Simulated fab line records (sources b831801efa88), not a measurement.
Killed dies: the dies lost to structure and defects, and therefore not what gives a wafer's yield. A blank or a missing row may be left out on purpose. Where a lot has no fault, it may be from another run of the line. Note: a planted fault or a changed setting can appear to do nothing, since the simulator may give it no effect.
A struck lot beside a sound one || flow sfq line || 13 out of 325 route steps
Sound: the wafers L899.1, L899.3, L899.5. Wafers struck: L906.1, L906.2, L906.5. The cause is named last.
At each step with rows: each side's tool, then ch and its chambers, then its first start. Under that, the readings that differ: sound wafers || struck wafers || difference of the means || sigmas: that difference in standard deviations of wafers without a fault.
alike: readings with means less than 2 such deviations apart, plus words and numbers identical on both sides. not compared: withheld readings, readings lacking a value on some wafer, bounds such as >300 that could conceal the same value, and numbers that have no deviation in the record and whose values overlap.
Wherever a step has rows on one side only, a row that says differs or no value, or a row with sigmas, the two part there. Numbers that have no deviation but don't overlap get no sigmas and don't part them. A reading missing from all wafers of one side parts the sides only when that side holds two or more wafers.

SFQ_I0_OVL_MEAS_908:
  struck on overlay-02, day 24 08:45; sound on overlay-01, day 15 13:10
{"reading": "I0_OVL (nm)", "sound": "-13 -6 -2", "struck": "4 9 7", "difference": "+14", "sigmas": "+2"}
SFQ_TRILAYER_I0_VIA_BARC_OPEN_VIA_ETCH_046: etches BARC in O2, target depth 125 nm, time 41.7 s.
  sound on rie diel-01 ch 0,2,3, day 15 13:11; struck on rie diel-01 ch 1,2, day 24 08:47
  alike: drypump motor current A, oes product au, rf fwd power W
  not compared: rf hours counter h
SFQ_TRILAYER_I0_VIA_ETCH_VIA_ETCH_034: etches SiO2 in CHF3, stops on Nb, target depth 260 nm.
  sound on rie diel-01 ch 0,2,3, day 15 13:14; struck on rie diel-01 ch 1,2, day 24 08:50
  alike: drypump motor current A, oes product au, rf fwd power W
SFQ_TRILAYER_I0_VIA_STRIP_STRIP_035: strips in O2.
  sound on rie metal-01 ch 0,1, day 15 13:21; struck on rie metal-01 ch 0,1, day 24 08:56
  alike: drypump motor current A, oes product au
  not compared: rf hours counter h
then, 2 steps without rows for these wafers: SFQ_TRILAYER_I0_VIA_STRIP_SOLV_CLEAN_036 (cleans in NMP, time 600 s); SFQ_TRILAYER_M1_DEP_PRE_CLEAN_038 (time 22.5 s).
SFQ_TRILAYER_M1_DEP_SPUTTER_037: material Nb, target thk 200 nm, time 133.3 s.
  struck on pvd sputter-06, day 24 09:44; sound on pvd sputter-05, day 15 14:09
  alike: throttle valve pct
SFQ_M1_RS_MEAS_909: uses a four-point probe to measure.
  struck on film metro-02, day 24 09:50; sound on film metro-04, day 15 14:14
{"reading": "M1_NB_RS (ohm/sq)", "sound": "0.888 0.878 0.886", "struck": "0.910 0.902 0.907", "difference": "+0.022", "sigmas": "+2"}
then, 3 steps without rows for these wafers: SFQ_TRILAYER_M1_LITHO_COAT_044 (resist thk 62 nm); SFQ_TRILAYER_M1_LITHO_COAT_039 (resist thk 600 nm); SFQ_TRILAYER_M1_LITHO_SOFTBAKE_043.
SFQ_TRILAYER_M1_LITHO_EXPOSE_040: exposes mask M1, target cd 500 nm.
  sound on krf scanner-02 ch 0, day 21 16:43; struck on krf scanner-02, day 24 10:46
  no value came back on the struck wafers for exposure dose mJ cm2, focus offset nm (nm); on the sound wafers exposure dose mJ cm2 reads 14.404 14.394 14.393
  alike: mask
then, 1 step without rows for these wafers: SFQ_TRILAYER_M1_LITHO_PEB_042 (peb time 60 s).

WHERE THEY PART
Earliest at SFQ_I0_OVL_MEAS_908; latest, in this record, at SFQ_TRILAYER_M1_LITHO_EXPOSE_040.

WHY: what had been put in by the simulator
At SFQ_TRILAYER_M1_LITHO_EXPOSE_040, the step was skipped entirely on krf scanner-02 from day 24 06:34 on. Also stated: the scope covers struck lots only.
